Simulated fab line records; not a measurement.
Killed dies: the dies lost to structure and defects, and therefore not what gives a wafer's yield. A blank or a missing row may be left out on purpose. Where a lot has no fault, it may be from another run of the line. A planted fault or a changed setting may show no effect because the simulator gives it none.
Chamber matching / flow sky130 / cmp-01 running SKY_FIELD_ISO_CMP_27: 4 sister chambers
The step polishes, stops on Si3N4, t overpolish 16 s, target thk 457.8 nm. 4 wafers are shown with their chamber, then 10 later ones without.

== EACH WAFER AND ITS CHAMBER ==
wafer=L257.5; chamber=3; motor current A (A)=15.1
wafer=L256.6; chamber=1; motor current A (A)=12.1
wafer=L258.1; chamber=0; motor current A (A)=11.2
wafer=L258.2; chamber=2; motor current A (A)=12.9

== WAFERS WITHOUT THEIR CHAMBER ==
wafer=L258.3; motor current A (A)=12.6
wafer=L261.2; motor current A (A)=12.4
wafer=L261.3; motor current A (A)=11.0
wafer=L261.5; motor current A (A)=14.8
wafer=L262.2; motor current A (A)=11.3
wafer=L262.3; motor current A (A)=14.2
wafer=L262.4; motor current A (A)=12.7
wafer=L267.4; motor current A (A)=12.3
wafer=L267.5; motor current A (A)=12.1
wafer=L267.6; motor current A (A)=13.1

== EACH ONE'S CHAMBER ==
wafer=L258.3; from the rows above=can't be placed: 2 or 1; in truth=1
wafer=L261.2; from the rows above=can't be placed: 1 or 2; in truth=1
wafer=L261.3; from the rows above=0; in truth=0
wafer=L261.5; from the rows above=3; in truth=3
wafer=L262.2; from the rows above=can't be placed: 0 or 1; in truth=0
wafer=L262.3; from the rows above=can't be placed: 3 or 2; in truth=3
wafer=L262.4; from the rows above=can't be placed: 2 or 1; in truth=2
wafer=L267.4; from the rows above=can't be placed: 1 or 2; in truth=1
wafer=L267.5; from the rows above=1; in truth=1
wafer=L267.6; from the rows above=2; in truth=2
Correct placement for 4 of the 10. Can't be placed from these rows: 6 (the true chamber is among the candidates in 6). Placed wrongly: 0.
How it was worked out, from the rows above alone: a wafer's distance from a chamber is the root of the sum, over the readings, of the square of ((its reading less the chamber's mean) divided by the reading's scatter). The wafer belongs to the nearest chamber; if the next one is less than 2 further off, it can't be placed. Each chamber's mean is taken over the wafers shown for it. The scatter: root of mean squared gap, hidden wafer to nearest shown wafer, with one shown wafer a chamber.
